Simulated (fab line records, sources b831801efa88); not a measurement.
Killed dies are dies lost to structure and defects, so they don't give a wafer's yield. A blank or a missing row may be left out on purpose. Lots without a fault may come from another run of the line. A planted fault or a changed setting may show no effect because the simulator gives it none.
One fault seen from 2 desks | flow sky130 | each desk has only its own numbers; what lay behind them comes last

THE TOOL OWNER'S DESK: furnace-01
The tool's own readings at SKY_GATE_OXIDE_OXIDATION_01 (stabilise 600 s, purge 300 s, target thk 10.268 nm): means of the sampled wafers that have a number, for each lot that ran on this tool. A lot is out of limits, marked OUT, if its mean lies more than 4 standard deviations from the usual mean; the brackets give that distance. Of its 11 readings 7 are shown: the one that was out of limits first, and those that lie furthest out on some lot.
Columns: A = spike_tc_bottom_C at SKY_GATE_OXIDE_OXIDATION_01, usual 918.2 C; B = spike_tc_centre_C at SKY_GATE_OXIDE_OXIDATION_01, usual 900.8 C; C = spike_tc_lower_C at SKY_GATE_OXIDE_OXIDATION_01, usual 902.1 C; D = spike_tc_top_C at SKY_GATE_OXIDE_OXIDATION_01, usual 914.6 C; E = spike_tc_upper_C at SKY_GATE_OXIDE_OXIDATION_01, usual 901.0 C; F = tube_center_temp_C at SKY_GATE_OXIDE_OXIDATION_01, usual 900.01 C; G = tube_center_temp_C_max at SKY_GATE_OXIDE_OXIDATION_01, usual 902.3
lot  | first seen here | A               | B                       | C                       | D               | E               | F                        | G
L188 | day 13 17:08    | 922.1           | 900.4                   | 901.9                   | 911.6           | 901.4           | 899.97                   | 901.8
L189 | day 15 09:06    | 920.7           | 900.0                   | 902.4                   | 911.7           | 901.1           | 900.04                   | 902.4
L197 | day 16 23:10    | 820.9 (-44) OUT | 799.3 (-99 or more) OUT | 802.0 (-99 or more) OUT | 811.9 (-43) OUT | 800.8 (-91) OUT | 799.22 (-99 or more) OUT | 801.3 (-99 or more) OUT
L198 | day 17 22:58    | 820.1 (-45) OUT | 799.6 (-99 or more) OUT | 800.3 (-99 or more) OUT | 812.8 (-42) OUT | 801.2 (-91) OUT | 799.21 (-99 or more) OUT | 801.9 (-99 or more) OUT
L207 | day 21 03:59    | 920.7           | 901.0                   | 902.0                   | 911.6           | 901.8           | 899.93                   | 902.5
This desk's finding: out of limits on L197, L198; first on L197, day 16 23:10 (spike_tc_bottom_C at SKY_GATE_OXIDE_OXIDATION_01). In limits: L188, L189, L207.

THE METROLOGY DESK
What the gauges read, lot by lot, whatever tool the lot ran on: means of the sampled wafers that have a number. A lot is out of limits, marked OUT, if its mean lies more than 4 standard deviations from the usual mean; the brackets give that distance.
Columns: A = GATE_OXIDE_OXIDATION_00_THK at SKY_GATE_OXIDE_THK_MEAS_02, usual 10.24 nm; B = LDD_HVP_OVL at SKY_LDD_HVP_OVL_MEAS_07, usual 0.6 nm; C = RES_XHIGH_RS at SKY_SD_N_RS_MEAS_18, usual 333.4 ohm/sq; D = LI_CONTACT_OVL at SKY_LI_CONTACT_OVL_MEAS_13, usual -1 nm
lot  | first seen here | A              | B    | C     | D
L186 | day 13 06:29    | 9.88           | 0.8  | 332.8 | -11
L187 | day 13 10:53    | 10.14          | 2.1  | 333.6 | -3
L188 | day 13 18:32    | 10.42          | 2.2  | 332.7 | 5
L189 | day 15 10:31    | 10.62          | -1.3 | 333.6 | -0
L197 | day 17 00:35    | 2.82 (-29) OUT | -1.2 | 332.5 | -3
L198 | day 18 00:22    | 2.99 (-28) OUT | -0.8 | 334.3 | -3
L199 | day 18 21:05    | 10.18          | -2.2 | 334.6 | -4
L202 | day 19 10:50    | 10.00          | 1.7  | 333.3 | 4
L201 | day 19 10:52    | 10.01          | -2.2 | 334.7 | 4
L200 | day 19 10:53    | 10.23          | 1.4  | 332.4 | -2
L206 | day 20 21:35    | 10.31          | 2.2  | 333.2 | -4
L207 | day 21 05:24    | 10.32          | 1.3  | 336.1 | -0
This desk's finding: out of limits on L197, L198; first on L197, day 17 00:35 (GATE_OXIDE_OXIDATION_00_THK at SKY_GATE_OXIDE_THK_MEAS_02). In limits: L186, L187, L188, L189, L199, L202, L201, L200, L206, L207.

PUT TOGETHER
The tool owner's desk could have raised an alarm at day 16 23:10, on L197, L198.
The metrology desk could have raised an alarm at day 17 00:35, on L197, L198.
Of the lots named, all ran SKY_GATE_OXIDE_OXIDATION_01 on furnace-01.

WHAT THE SIMULATOR HAD PUT IN
Process parameter drift: furnace-01, from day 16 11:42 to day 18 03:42, at SKY_GATE_OXIDE_OXIDATION_01. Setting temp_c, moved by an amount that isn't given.
Lots struck among those shown: L197, L198.
Hours from the fault's start to each desk's first reading out of limits: the tool owner's desk, 11; the metrology desk, 13.
